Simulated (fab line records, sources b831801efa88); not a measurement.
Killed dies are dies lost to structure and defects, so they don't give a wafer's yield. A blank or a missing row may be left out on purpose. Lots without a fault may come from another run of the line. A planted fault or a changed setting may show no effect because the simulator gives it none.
A struck lot beside a sound one | flow sky130 | 17 steps out of a route of 708
Sound: wafers L131.2, L131.4, L131.5. Struck: wafers L140.4, L140.5, L140.6. The cause comes at the end.
At each step with rows: each side's tool, then ch and its chambers, then its first start. Under that, the readings that differ: sound wafers | struck wafers | difference of the means | sigmas: that difference in standard deviations of wafers without a fault.
alike: readings whose means differ by less than 2 such deviations, and words and numbers that are the same on both sides. not compared: withheld readings, readings that some wafer has no value for, bounds like >300 that may hide the same value, and numbers for which the record gives no deviation and whose values overlap.
The two part at a step that has a row with sigmas, a row that says differs or no value, or rows on one side only. Numbers that don't overlap but have no deviation are shown without sigmas and don't part them. A reading that every wafer of one side lacks parts them only if that side has two wafers or more.

SKY_VT_ADJUST_HVTR_OVL_MEAS_08:
  sound on overlay-02, day 11 22:57; struck on overlay-01, day 14 19:12
  alike: VT_ADJUST_HVTR_OVL
then, 1 step without rows for these wafers: SKY_VT_ADJUST_HVTR_IMPLANT_09.
SKY_VT_ADJUST_HVTR_STRIP_10: strips in O2/N2.
  sound on plasma_asher-01 ch 0,1, day 11 23:08; struck on plasma_asher-01 ch 0,1, day 14 19:25
  alike: drypump_motor_current_A, oes_product_au, strip_time_to_endpoint_s
  not compared: rf_hours_counter_h
SKY_VT_ADJUST_HVTR_TW_MEAS_11:
  sound on film_metro-04, day 11 23:14; struck on film_metro-03, day 14 19:30
  reading           | sound             | struck            | difference | sigmas
  VT_ADJUST_HVTR_TW | 209.1 212.2 212.3 | 205.6 204.8 206.8 | -5.5       | -3
then, 7 steps without rows for these wafers: SKY_VT_ADJUST_PCH_DEHYDRATE_00 (time 60 s); SKY_VT_ADJUST_PCH_HMDS_01 (prime time 60 s); SKY_VT_ADJUST_PCH_COAT_02 (resist thk 3000 nm); SKY_VT_ADJUST_PCH_SOFTBAKE_03; SKY_VT_ADJUST_PCH_EXPOSE_04 (exposes mask NWM, target cd 840 nm); SKY_VT_ADJUST_PCH_PEB_05; SKY_VT_ADJUST_PCH_DEVELOP_06 (develop time 60 s).
SKY_VT_ADJUST_PCH_OVL_MEAS_07:
  sound on overlay-01, day 12 23:23; struck on overlay-02, day 15 22:28
  alike: VT_ADJUST_PCH_OVL
SKY_VT_ADJUST_PCH_IMPLANT_08:
  sound on implanter-02 ch 0, day 12 23:26; struck on implanter-02 ch 0, day 15 22:34
  reading            | sound                     | struck                      | difference | sigmas
  dose_ions_cm2      | 5.008e+11 5.003e+11 5e+11 | 7.698e+11 7.7e+11 7.693e+11 | +2.693e+11 | +99 or more
  faraday_current_uA | 2.87 2.81 2.88            | 4.48 4.35 4.38              | +1.55      | +28
  alike: beam_on_s
SKY_VT_ADJUST_PCH_STRIP_09: strips in O2/N2.
  sound on plasma_asher-04 ch 0,1, day 12 23:34; struck on plasma_asher-04 ch 0,1, day 15 22:41
  alike: drypump_motor_current_A, oes_product_au, strip_time_to_endpoint_s
  not compared: rf_hours_counter_h
SKY_VT_ADJUST_PCH_TW_MEAS_10:
  sound on film_metro-02, day 12 23:40; struck on film_metro-03, day 15 22:46
  reading          | sound             | struck            | difference | sigmas
  VT_ADJUST_PCH_TW | 140.0 140.9 140.7 | 156.9 157.0 156.7 | +16.3      | +15
then, 1 step without rows for these wafers: SKY_SONOS_TUNNEL_DEHYDRATE_00 (time 60 s).
-- the record jumps here: 34 days lie between the struck wafers' starts before and after (it left off in module SONOS_TUNNEL and takes up again in module PAD_OPEN, whose first step shown is number 708 of the route) --
SKY_PAD_OPEN_PROBE_99:
  sound on prober-01, day 48 07:04; struck on prober-02, day 49 21:59
  reading                                   | sound                         | struck                        | difference | sigmas
  model.etest.nfet_16v.r_on_ohm_um          | 1.393e+04 1.384e+04 1.397e+04 | 1.422e+04 1.409e+04 1.428e+04 | +2.833e+02 |
  model.etest.pfet_01v8_lvt.drive_ua_um     | 172 176.5 173.7               | 179.4 180.9 182.9             | +7.0       |
  model.etest.pfet_g5v0d10v5.off_log10_a_um | -12.67 -12.59 -12.51          | -11.68 -11.86 -11.42          | +0.94      |
  model.etest.pfet_01v8_lvt.off_log10_a_um  | -9.144 -9.054 -9.3            | -8.083 -8.044 -7.996          | +1.125     |
  model.etest.pfet_g5v0d10v5.vt_sat_v (V)   | -0.6344 -0.6493 -0.6136       | -0.5492 -0.5635 -0.5309       | +0.0846    |
  model.etest.pfet_16v.vt_v (V)             | -1.096 -1.09 -1.087           | -1.005 -1.008 -1.002          | +0.086     |
  alike: killed_at_M0_to_M3, killed_at_M4_up, killed_at_contacts, killed_at_front_end, killed_at_other, killed_dies, killed_open, killed_short
  not compared: model.etest.pfet_g5v0d10v5.r_on_ohm_um, model.etest.pfet_g5v0d10v5.drive_ua_um

WHERE THEY PART
First at SKY_VT_ADJUST_HVTR_TW_MEAS_11; last, within this record, at SKY_VT_ADJUST_PCH_TW_MEAS_10. Later steps at which nothing parts them and some readings are alike: SKY_PAD_OPEN_PROBE_99.

WHY: what the simulator had put in
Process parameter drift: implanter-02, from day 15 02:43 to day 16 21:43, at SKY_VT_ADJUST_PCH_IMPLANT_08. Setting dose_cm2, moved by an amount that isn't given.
